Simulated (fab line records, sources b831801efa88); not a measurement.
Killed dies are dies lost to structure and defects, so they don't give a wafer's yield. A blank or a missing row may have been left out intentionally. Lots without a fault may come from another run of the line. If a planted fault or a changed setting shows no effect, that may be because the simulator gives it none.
What tool caused it?	flow gf180mcu	7 lots, 21 wafers sampled, at 1 step of a route of 602

WHAT EACH GAUGE READ, for each wafer
GF_STI_THK_MEAS_04.
lot	measured	on	STI_CVD_03_THK (nm)
L829	day 1 18:34	filmMetro-01	207.1 208.8 208.6
L831	day 2 04:34	filmMetro-03	206.1 206.3 206.8
L833	day 2 14:34	filmMetro-02	205.9 205.4 204.4
L835	day 3 00:34	filmMetro-03	206.2 205.6 205.3
L844	day 4 21:48	filmMetro-02	209.0 206.4 207.3
L849	day 6 00:22	filmMetro-02	209.4 209.6 209.8
L851	day 6 09:03	filmMetro-02	210.3 210.2 211.1

TOOL THAT RAN EACH LOT (tool first, then ch and the chambers of the sampled wafers, then the start)
The record holds no process step before these readings.

THE ANSWER, worked out from the rows above alone
Rule: what is usual is taken from the lots themselves. The widest of any qualifying gaps counts: lots, ordered by their means at a reading, are off when they make up no more than a third of the lots, leave a main group of 4 or more, and stand apart from it by 3 or more times the standard deviation of that group's means. A main group whose means are all the same, to the digits that the tables above print for the reading, isn't used. A lot without any number at a reading at which 4 lots or more have one is off too. Where the step has rows for the other lots, those lots are counted as sound.
No lot is off on any of the readings shown, so nothing can be concluded from this.

WHAT THE SIMULATOR PUT IN
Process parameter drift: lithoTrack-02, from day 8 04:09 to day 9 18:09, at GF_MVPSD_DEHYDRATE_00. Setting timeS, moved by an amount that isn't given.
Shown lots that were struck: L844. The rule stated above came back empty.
